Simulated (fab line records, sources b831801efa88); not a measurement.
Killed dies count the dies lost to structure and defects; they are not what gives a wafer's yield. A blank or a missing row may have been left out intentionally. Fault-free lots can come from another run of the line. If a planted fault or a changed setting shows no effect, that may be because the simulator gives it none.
Chamber matching | flow gf180mcu | cmp-02 running GF_V1_CMP_04: 4 sister chambers
The step polishes SiO2. 8 wafers are shown with their chamber, then 11 later ones without.

## EACH WAFER AND ITS CHAMBER
wafer  | chamber | motor current A (A) | slurry flow ml min
L077.6 | 0       | 13.7                | 150.0
L078.3 | 0       | 13.3                | 150.2
L086.5 | 2       | 14.9                | 149.2
L086.6 | 1       | 10.4                | 149.6
L087.3 | 3       | 12.5                | 149.8
L087.4 | 1       | 10.6                | 151.3
L087.6 | 2       | 14.9                | 149.8
L089.1 | 3       | 12.0                | 149.8

## WAFERS WITH NO CHAMBER GIVEN
wafer  | motor current A (A) | slurry flow ml min
L089.4 | 13.2                | 149.8
L089.5 | 14.3                | 149.9
L092.2 | 14.8                | 149.8
L092.5 | 12.4                | 150.6
L092.6 | 14.4                | 150.0
L093.2 | 14.6                | 151.0
L093.3 | 15.0                | 150.3
L093.4 | 12.2                | 149.5
L095.1 | 14.6                | 149.9
L095.5 | 10.5                | 149.8
L095.6 | 14.8                | 150.3

## EACH ONE'S CHAMBER
wafer  | from the rows above     | in truth
L089.4 | 0                       | 0
L089.5 | can't be placed: 2 or 0 | 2
L092.2 | 2                       | 2
L092.5 | 3                       | 3
L092.6 | can't be placed: 2 or 0 | 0
L093.2 | 2                       | 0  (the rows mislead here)
L093.3 | 2                       | 2
L093.4 | 3                       | 3
L095.1 | 2                       | 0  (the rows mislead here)
L095.5 | 1                       | 1
L095.6 | 2                       | 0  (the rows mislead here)
Correctly placed: 6 of 11. Cannot be placed on the basis of these rows: 2; the candidates contain the true chamber in 2. Placed wrongly: 3.
How it was worked out, from the rows above alone: a wafer's distance from a chamber is the root of the sum, over the readings, of the square of ((its reading less the chamber's mean) divided by the reading's scatter). If the next closest chamber is less than 2 further off than the closest, the wafer can't be placed; otherwise it belongs to the closest. A chamber's mean is the mean of its shown wafers. The scatter is the square root of a quotient: the sum, over the shown wafers, of each reading's squared deviation from its chamber's mean, divided by wafers minus chambers.
